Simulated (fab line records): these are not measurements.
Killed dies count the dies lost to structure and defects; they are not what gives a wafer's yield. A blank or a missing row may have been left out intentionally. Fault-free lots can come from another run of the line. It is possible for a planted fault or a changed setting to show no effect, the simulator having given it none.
fab line records	flow gf180mcu
record: lots: 14	wafers: 42	last-day: 34
route steps=602 shown V3@447 M4@461 V4@480
lots that met no fault: from a run of the same line without faults
start-h: hours from the record's opening day to when the first of the lot's shown wafers began	wait-h: hours since the lot's step before	" repeats the value in the row above	L1.1+2: one row covering several wafers at once	- no value present, or no start provided	* or withheld: withheld	< > ~ a bound
route shown NAME@n: names a module that has steps shown in the file, with the first one's number in the route	usual: mean/standard deviation taken from wafers without a fault	same: alike in all rows	chamber/n: place in a boat	sites: the reading at each site	_std_site: the standard deviation of these	_edge_site: outer sites' mean less inner sites'	radius-mm: how far each site lies from the wafer's centre	mask NAME#n: copy n	behind: the tool/chamber that last shaped the wafer	hold: what put the lot on hold/how long, in hours/how the hold closed	device: whichever transistor did not switch (one of n, p or np)	end of line: the tests these same wafers got at the end of their route	for a step that has no rows: nothing shown but its recipe	killed: at the first sort, the dies lost to defects and structure; wafer yield is something else	map: a wafer's dies, marking killed ones x, the rest . and places with no die _
set.NAME: the run value of the setting; set.NAME@STEP: its run value at that earlier step	model.NAME: the simulator's own value behind a step, which no gauge read
route steps across a sampled set of lots; one table per step, one row per wafer
services: the hour from which a tool's chamber was out of use, counted from the record's first day as start-h (under 0 if before that day), plus the number of hours and why
== steps ==
step: GF_V3_STRIP_18
recipe: chemistry: O2/N2	power-w: 1400	pressure-mtorr: 1500	platen-temp-c: 250	o2-flow-sccm: 3000	n2-flow-sccm: 300	overash-fraction: 0.5
usual: drypump-motor-current-A: 5.6/0.4	heater-power-w: 319/28	oes-product-au: 0.591/0.0052
lot.wafer	tool	chamber	start-h	wait-h	drypump-motor-current-A	heater-power-w	oes-product-au	rf-hours-counter-h
L662.3	plasma-asher-02	1	510.07	-	6.0	348	0.589	-
L662.4	"	0	"	"	5.6	307	0.583	-
L662.6	"	1	"	"	6.0	347	0.593	-
L664.1	plasma-asher-03	1	531.44	-	5.9	281	0.596	88
L664.3	"	1	"	"	5.9	279	0.592	-
L664.4	"	0	"	"	4.9	348	0.586	-
L665.1	plasma-asher-01	0	539.96	-	5.3	349	0.591	10
L665.3	"	1	"	"	6.1	288	0.584	-
L665.6	"	1	"	"	6.1	287	0.589	-
L666.2	plasma-asher-01	0	559.76	-	5.3	353	0.594	12
L666.3	"	1	"	"	6.1	289	0.588	-
L666.4	"	0	"	"	5.3	346	0.588	-
L667.3	plasma-asher-01	1	565.14	-	6.1	298	0.588	-
L667.5	"	1	"	"	6.1	287	0.585	-
L667.6	"	0	"	"	5.3	346	0.587	-
L668.1	plasma-asher-01	0	580.91	-	5.3	344	0.594	14
L668.2	"	1	"	"	6.1	291	0.593	14
L668.3	"	1	"	"	6.1	279	0.592	-
L669.3	plasma-asher-01	0	584.74	-	5.3	349	0.593	-
L669.4	"	1	"	"	6.1	293	0.582	-
L669.6	"	1	"	"	6.1	289	0.592	-
L670.1	plasma-asher-03	0	586.86	-	4.9	341	0.592	94
L670.2	"	1	"	"	5.9	285	0.590	94
L670.3	"	0	"	"	5.0	334	0.590	-
L673.1	plasma-asher-02	1	612.44	-	6.0	347	0.585	52
L673.4	"	1	"	"	6.0	349	0.600	-
L673.6	"	0	"	"	5.6	313	0.596	-
L674.1	plasma-asher-02	1	618.24	-	6.0	349	0.583	52
L674.4	"	0	"	"	5.5	315	0.596	-
L674.5	"	1	"	"	6.0	341	0.586	-
L675.2	plasma-asher-02	0	622.64	-	5.6	312	0.587	53
L675.3	"	0	"	"	5.6	311	0.595	-
L675.6	"	1	"	"	5.9	355	0.583	-
L680.1	plasma-asher-03	0	659.31	-	5.0	334	0.592	102
L680.2	"	1	"	"	5.9	287	0.596	102
L680.5	"	0	"	"	5.0	338	0.592	-
L681.3	plasma-asher-02	1	666.97	-	6.0	348	0.593	-
L681.4	"	0	"	"	5.5	303	0.583	-
L681.6	"	0	"	"	5.5	312	0.597	-
L685.1	plasma-asher-03	0	687.14	-	5.0	339	0.584	105
L685.2	"	1	"	"	5.9	276	0.581	105
L685.6	"	1	"	"	5.8	282	0.593	-
step: GF_M4_RS_MEAS_05
recipe: thk-meas-gauge: four-point-probe	reads: TiN_of_M4_SPUTTER_04+Ti_of_M4_SPUTTER_03+AlCu_of_M4_SPUTTER_02+TiN_of_M4_SPUTTER_01+Ti_of_M4_SPUTTER_00
usual: M4_ALCU_RS: 0.0696/0.00075
lot.wafer	tool	chamber	start-h	wait-h	M4_ALCU_RS[ohm/sq]
L662.3	film-metro-01	-	511.56	0.1	0.0689
L662.4	"	-	"	"	0.0695
L662.6	"	-	"	"	0.0695
L664.1	film-metro-01	-	532.88	0.0	0.0705
L664.3	"	-	"	"	0.0710
L664.4	"	-	"	"	0.0704
L665.1	film-metro-01	-	541.44	0.0	0.0698
L665.3	"	-	"	"	0.0699
L665.6	"	-	"	"	0.0701
L666.2	film-metro-04	-	561.33	0.0	0.0705
L666.3	"	-	"	"	0.0702
L666.4	"	-	"	"	0.0703
L667.3	film-metro-01	-	566.79	0.1	0.0690
L667.5	"	-	"	"	0.0703
L667.6	"	-	"	"	0.0705
L668.1	film-metro-04	-	582.42	0.0	0.0700
L668.2	"	-	"	"	0.0687
L668.3	"	-	"	"	0.0702
L669.3	film-metro-04	-	586.20	0.1	0.0696
L669.4	"	-	"	"	0.0694
L669.6	"	-	"	"	0.0703
L670.1	film-metro-03	-	588.32	0.0	0.0705
L670.2	"	-	"	"	0.0687
L670.3	"	-	"	"	0.0696
L673.1	film-metro-01	-	613.97	0.0	0.0701
L673.4	"	-	"	"	0.0700
L673.6	"	-	"	"	0.0706
L674.1	film-metro-04	-	619.79	0.0	0.0690
L674.4	"	-	"	"	0.0683
L674.5	"	-	"	"	0.0678
L675.2	film-metro-01	-	624.10	0.0	0.0691
L675.3	"	-	"	"	0.0682
L675.6	"	-	"	"	0.0696
L680.1	film-metro-01	-	660.76	0.0	0.0694
L680.2	"	-	"	"	0.0696
L680.5	"	-	"	"	0.0695
L681.3	film-metro-04	-	668.42	0.1	0.0698
L681.4	"	-	"	"	0.0687
L681.6	"	-	"	"	0.0691
L685.1	film-metro-01	-	688.58	0.0	0.0688
L685.2	"	-	"	"	0.0696
L685.6	"	-	"	"	0.0687
step: GF_V4_CMP_04
recipe: material: SiO2	down-force-psi: 4	platen-rpm: 60	pad-velocity-m-s: 0.94248
usual: motor-current-A: 12.4/1.6	retaining-ring-pressure-frac: 1.000/0.0052	time-to-endpoint-s: 81/5.4
lot.wafer	tool	chamber	start-h	wait-h	motor-current-A	retaining-ring-pressure-frac	time-to-endpoint-s
L662.3	cmp-01	2	535.58	0.0	10.9	1.012	79
L662.4	"	1	"	"	13.3	0.995	77
L662.6	"	2	"	"	10.7	1.002	77
L664.1	cmp-02	1	556.39	0.1	10.7	0.998	72
L664.4	"	2	"	"	16.3	1.007	83
L664.3	"	3	"	"	11.7	0.997	76
L665.3	cmp-01	1	565.00	0.0	13.6	0.997	83
L665.1	"	3	"	"	11.4	1.004	87
L665.6	"	2	"	"	11.3	1.010	88
L666.3	cmp-02	0	583.92	0.0	12.6	1.004	76
L666.4	"	2	"	"	16.4	1.007	80
L666.2	"	3	"	"	12.8	0.994	87
L667.3	cmp-02	1	589.89	0.1	10.6	0.996	80
L667.5	"	3	"	"	12.1	0.994	92
L667.6	"	0	"	"	11.6	0.997	83
L668.3	cmp-02	0	605.24	0.3	12.4	0.993	75
L668.2	"	2	"	"	16.0	1.005	74
L668.1	"	3	"	"	12.8	0.994	77
L669.3	cmp-01	2	608.21	0.1	11.0	1.001	83
L669.4	"	3	"	"	11.0	1.006	90
L669.6	"	1	"	"	13.1	0.994	88
L670.3	cmp-01	1	610.70	0.0	13.6	1.004	79
L670.2	"	3	"	"	11.6	0.999	80
L670.1	"	0	"	"	14.7	1.002	76
L673.1	cmp-01	2	635.71	0.1	11.0	0.998	69
L673.4	"	3	"	"	11.1	1.008	81
L673.6	"	2	"	"	11.6	1.000	75
L674.4	cmp-02	0	640.57	0.0	12.5	1.002	76
L674.1	"	3	"	"	12.9	1.004	84
L674.5	"	1	"	"	10.6	0.991	80
L675.3	cmp-01	0	646.00	0.1	14.2	0.999	72
L675.2	"	2	"	"	11.2	1.001	76
L675.6	"	3	"	"	11.1	0.992	81
L680.1	cmp-02	0	681.27	0.4	11.3	0.999	75
L680.2	"	1	"	"	10.6	0.998	80
L680.5	"	3	"	"	12.4	1.007	88
L681.4	cmp-02	0	688.07	0.0	11.7	0.994	78
L681.3	"	1	"	"	10.9	0.991	74
L681.6	"	0	"	"	12.2	1.000	76
L685.2	cmp-02	1	708.48	0.0	10.6	1.000	84
L685.1	"	2	"	"	15.8	1.005	79
L685.6	"	2	"	"	14.8	1.003	85
step: GF_V4_ETCH_16
recipe: chemistry: N2/H2	target-depth-a: withheld	overetch-a: withheld	time-s: withheld	target: BARC	ion-energy-ev: 200	source-w: 500	bias-w: 100	pressure-mtorr: 30	n2-flow-sccm: 100	h2-flow-sccm: 200
usual: bias-w: 100.0/0.3	chamber-pressure-mTorr: 30.001/0.028	drypump-motor-current-A: 5.8/0.38	oes-product-au: 0.855/0.0047	throttle-valve-pct: 13.225/0.0091
lot.wafer	tool	chamber	start-h	wait-h	bias-w	chamber-pressure-mTorr	drypump-motor-current-A	oes-product-au	throttle-valve-pct
L662.3	rie-diel-02	3	558.38	0.0	99.6	30.023	5.9	0.855	13.238
L662.4	"	1	"	"	100.4	29.986	6.5	0.854	13.213
L662.6	"	2	"	"	99.9	29.991	6.3	0.862	13.232
L664.1	rie-diel-03	3	578.32	0.0	99.7	30.004	5.3	0.852	13.227
L664.3	"	2	"	"	100.0	29.964	5.6	0.857	13.227
L664.4	"	2	"	"	100.4	30.007	5.6	0.858	13.215
L665.1	rie-diel-03	0	587.06	0.0	100.2	30.002	6.0	0.850	13.215
L665.3	"	2	"	"	100.2	29.956	5.7	0.854	13.226
L665.6	"	2	"	"	99.7	29.989	5.7	0.849	13.230
L666.2	rie-diel-03	0	605.33	0.0	100.3	30.005	6.0	0.846	13.223
L666.3	"	2	"	"	100.4	30.013	5.7	0.859	13.216
L666.4	"	3	"	"	99.8	29.976	5.3	0.857	13.216
L667.3	rie-diel-02	1	610.83	0.0	100.6	29.977	6.6	0.851	13.211
L667.5	"	1	"	"	100.6	30.000	6.6	0.851	13.226
L667.6	"	2	"	"	99.9	30.015	6.3	0.855	13.228
L668.1	rie-diel-02	3	626.16	0.0	100.1	29.999	5.9	0.865	13.219
L668.2	"	1	"	"	99.9	30.019	6.6	0.856	13.231
L668.3	"	0	"	"	100.3	29.995	5.6	0.856	13.221
L669.3	rie-diel-02	0	629.26	0.0	99.7	29.997	5.6	0.860	13.238
L669.4	"	3	"	"	100.1	29.992	5.9	0.847	13.233
L669.6	"	2	"	"	100.0	29.992	6.3	0.856	13.227
L670.1	rie-diel-01	3	631.78	0.0	99.8	29.977	5.9	0.859	13.219
L670.2	"	1	"	"	99.2	29.953	5.3	0.850	13.217
L670.3	"	2	"	"	100.1	30.004	5.8	0.861	13.219
L673.1	rie-diel-03	3	655.83	0.0	-	-	-	-	-
L673.4	"	3	"	"	-	-	-	-	-
L673.6	"	2	"	"	-	-	-	-	-
L674.1	rie-diel-01	2	660.86	0.0	-	-	-	-	-
L674.4	"	0	"	"	-	-	-	-	-
L674.5	"	3	"	"	-	-	-	-	-
L675.2	rie-diel-02	3	664.98	0.0	99.9	30.020	5.9	0.856	13.217
L675.3	"	0	"	"	100.3	29.958	5.6	0.859	13.210
L675.6	"	0	"	"	99.7	29.934	5.6	0.860	13.232
L680.1	rie-diel-01	0	700.58	0.0	99.9	30.001	6.0	0.862	13.221
L680.2	"	1	"	"	100.2	29.991	5.3	0.848	13.212
L680.5	"	1	"	"	100.1	30.017	5.2	0.862	13.221
L681.3	rie-diel-03	0	706.51	0.0	99.8	29.984	6.1	0.857	13.216
L681.4	"	3	"	"	99.6	30.029	5.3	0.858	13.233
L681.6	"	3	"	"	99.8	29.936	5.3	0.854	13.240
L685.1	rie-diel-02	2	727.96	0.0	99.8	30.027	6.3	0.840	13.218
L685.2	"	3	"	"	99.6	30.006	5.9	0.850	13.221
L685.6	"	0	"	"	100.0	30.032	5.6	0.847	13.230
step: GF_V4_ETCH_17
recipe: chemistry: C4F8/O2/Ar	mask-material: KrF	target: SiO2	stop-on: TiN	source-w: 1500	bias-w: 1200	pressure-mtorr: 40	c4f8-flow-sccm: withheld	O2_flow_sccm: 6	Ar_flow_sccm: 300	time-s: withheld	target-depth-a: 6300
usual: bias-w: 1200/3.5	chamber-pressure-mTorr: 40.00/0.035	oes-product-au: 0.856/0.0046
lot.wafer	tool	chamber	start-h	wait-h	bias-w	chamber-pressure-mTorr	oes-product-au
L662.3	rie-diel-02	3	-	-	1201	40.01	0.858
L662.4	"	1	"	"	1201	39.98	0.865
L662.6	"	2	"	"	1198	40.05	0.855
L664.1	rie-diel-03	3	-	-	1208	39.97	0.853
L664.3	"	2	"	"	1199	40.04	0.852
L664.4	"	2	"	"	1199	39.99	0.849
L665.1	rie-diel-03	0	-	-	1199	39.97	0.867
L665.3	"	2	"	"	1202	40.02	0.857
L665.6	"	2	"	"	1205	39.99	0.856
L666.2	rie-diel-03	0	-	-	1197	39.92	0.857
L666.3	"	2	"	"	1200	40.05	0.848
L666.4	"	3	"	"	1202	39.98	0.855
L667.3	rie-diel-02	1	-	-	1200	40.03	0.853
L667.5	"	1	"	"	1205	40.01	0.853
L667.6	"	2	"	"	1206	40.00	0.854
L668.1	rie-diel-02	3	-	-	1202	40.02	0.855
L668.2	"	1	"	"	1198	40.06	0.849
L668.3	"	0	"	"	1195	40.02	0.852
L669.3	rie-diel-02	0	-	-	1195	40.01	0.863
L669.4	"	3	"	"	1196	40.05	0.854
L669.6	"	2	"	"	1201	39.97	0.855
L670.1	rie-diel-01	3	-	-	1197	40.01	0.854
L670.2	"	1	"	"	1201	40.02	0.849
L670.3	"	2	"	"	1200	40.03	0.844
L673.1	rie-diel-03	3	-	-	1200	39.92	0.367
L673.4	"	3	"	"	1199	39.99	0.377
L673.6	"	2	"	"	1201	39.96	0.374
L674.1	rie-diel-01	2	-	-	1194	39.98	0.369
L674.4	"	0	"	"	1204	39.99	0.380
L674.5	"	3	"	"	1201	40.03	0.381
L675.2	rie-diel-02	3	-	-	1192	40.02	0.859
L675.3	"	0	"	"	1196	40.05	0.850
L675.6	"	0	"	"	1200	39.94	0.858
L680.1	rie-diel-01	0	-	-	1204	39.95	0.854
L680.2	"	1	"	"	1202	40.03	0.850
L680.5	"	1	"	"	1196	40.01	0.856
L681.3	rie-diel-03	0	-	-	1194	40.02	0.851
L681.4	"	3	"	"	1202	40.06	0.855
L681.6	"	3	"	"	1200	40.01	0.854
L685.1	rie-diel-02	2	-	-	1197	39.97	0.857
L685.2	"	3	"	"	1204	39.95	0.857
L685.6	"	0	"	"	1202	40.01	0.871
step: GF_V4_STRIP_18
recipe: chemistry: O2/N2	power-w: 1400	pressure-mtorr: 1500	platen-temp-c: 250	o2-flow-sccm: 3000	n2-flow-sccm: 300	overash-fraction: 0.5
usual: drypump-motor-current-A: 5.6/0.38	heater-power-w: 328/23	oes-product-au: 0.593/0.0048
lot.wafer	tool	chamber	start-h	wait-h	drypump-motor-current-A	heater-power-w	oes-product-au	rf-hours-counter-h
L662.3	plasma-asher-02	1	558.54	-	6.0	349	0.589	-
L662.4	"	0	"	"	5.6	310	0.600	-
L662.6	"	0	"	"	5.5	312	0.592	-
L664.1	plasma-asher-04	0	578.45	-	5.0	325	0.596	80
L664.3	"	0	"	"	5.0	327	0.593	-
L664.4	"	1	"	"	5.4	345	0.598	-
L665.1	plasma-asher-01	0	587.19	-	5.3	339	0.593	14
L665.3	"	1	"	"	6.1	292	0.588	-
L665.6	"	0	"	"	5.3	343	0.590	-
L666.2	plasma-asher-02	1	605.46	-	6.0	348	0.593	51
L666.3	"	0	"	"	5.5	310	0.592	-
L666.4	"	1	"	"	6.0	353	0.589	-
L667.3	plasma-asher-04	0	610.99	-	5.0	329	0.598	-
L667.5	"	1	"	"	5.4	354	0.598	-
L667.6	"	0	"	"	5.0	334	0.587	-
L668.1	plasma-asher-02	1	626.29	-	6.0	350	0.601	53
L668.2	"	0	"	"	5.6	316	0.587	53
L668.3	"	0	"	"	5.5	309	0.595	-
L669.3	plasma-asher-01	0	629.42	-	5.3	343	0.597	-
L669.4	"	1	"	"	6.1	301	0.586	-
L669.6	"	1	"	"	6.1	290	0.582	-
L670.1	plasma-asher-02	0	631.91	-	5.6	309	0.588	54
L670.2	"	1	"	"	6.0	349	0.593	54
L670.3	"	1	"	"	5.9	345	0.596	-
L673.1	plasma-asher-02	1	655.96	-	6.0	356	0.610	56
L673.4	"	1	"	"	6.0	354	0.612	-
L673.6	"	0	"	"	5.6	306	0.606	-
L674.1	plasma-asher-01	1	660.99	-	6.1	286	0.612	21
L674.4	"	1	"	"	6.1	284	0.626	-
L674.5	"	1	"	"	6.2	292	0.605	-
L675.2	plasma-asher-02	0	665.11	-	5.6	309	0.585	57
L675.3	"	0	"	"	5.6	311	0.596	-
L675.6	"	1	"	"	6.0	356	0.589	-
L680.1	plasma-asher-04	0	700.71	-	5.0	323	0.599	94
L680.2	"	1	"	"	5.4	336	0.585	94
L680.5	"	0	"	"	4.9	330	0.596	-
L681.3	plasma-asher-04	0	706.67	-	5.0	336	0.595	-
L681.4	"	1	"	"	5.4	346	0.591	-
L681.6	"	1	"	"	5.4	344	0.589	-
L685.1	plasma-asher-01	1	728.09	-	6.1	295	0.592	28
L685.2	"	0	"	"	5.3	341	0.596	28
L685.6	"	1	"	"	6.1	288	0.591	-
== services ==
tool	chamber	start-h	hours	kind
cmp-01	-	492.68	2.8	repair
plasma-asher-01	-	499.75	2.3	repair
rie-diel-02	1	513.44	-	clean
rie-diel-03	3	528.27	15.3	repair
rie-diel-03	-	531.05	2.8	pm
rie-diel-03	2	541.76	1.9	repair
rie-diel-03	1	558.18	121.3	repair
cmp-01	-	572.06	4.0	pm
rie-diel-01	1	589.00	1.5	repair
plasma-asher-02	-	595.11	6.0	repair
plasma-asher-04	-	619.69	1.0	repair
rie-diel-03	0	620.55	4.2	repair
plasma-asher-02	-	621.06	0.6	repair
cmp-01	-	627.94	1.0	repair
rie-diel-03	0	630.32	9.6	repair
cmp-02	-	641.20	30.9	repair
plasma-asher-01	-	652.47	7.9	repair
rie-diel-03	-	665.19	0.7	repair
cmp-02	-	672.15	5.5	pm
plasma-asher-02	-	674.33	2.8	pm
cmp-01	-	677.89	6.9	pm
cmp-02	-	683.20	1.2	repair
plasma-asher-03	-	698.42	3.7	repair
rie-diel-02	0	700.39	7.4	repair
== key ==
first-sign: step: GF_V4_ETCH_16	reading: tool-record	direction: missing
effect: step: GF_V4_ETCH_17	reading: oes-product-au	direction: down	sigmas: 99+	usual: 0.856	struck: 0.374
effect: step: GF_V4_STRIP_18	reading: oes-product-au	direction: up	sigmas: 4	usual: 0.593	struck: 0.612
met-at GF_V4_ETCH_16
struck-lots L673,L674
later-rows-left-out L673.1,L673.4,L673.6,L674.1,L674.4,L674.5
sort-left-out L673.1,L673.4,L673.6,L674.1,L674.4,L674.5
not-acting-at GF_V3_STRIP_18,GF_M4_RS_MEAS_05,GF_V4_CMP_04
onset-between 631.78 655.83
fault: kind: skipped-step-whole	tool: rie-diel-01,rie-diel-03	chamber: -	onset-h: 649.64	steps: GF_V4_ETCH_16	scope: struck-lots-only
sort-left-out: the simulated sort isn't trusted on such a fault, so these wafers' sort isn't shown, and their yield isn't known
later-rows-left-out: the simulator's readings of these wafers behind a module that went badly wrong aren't trusted and aren't shown, but for the sort
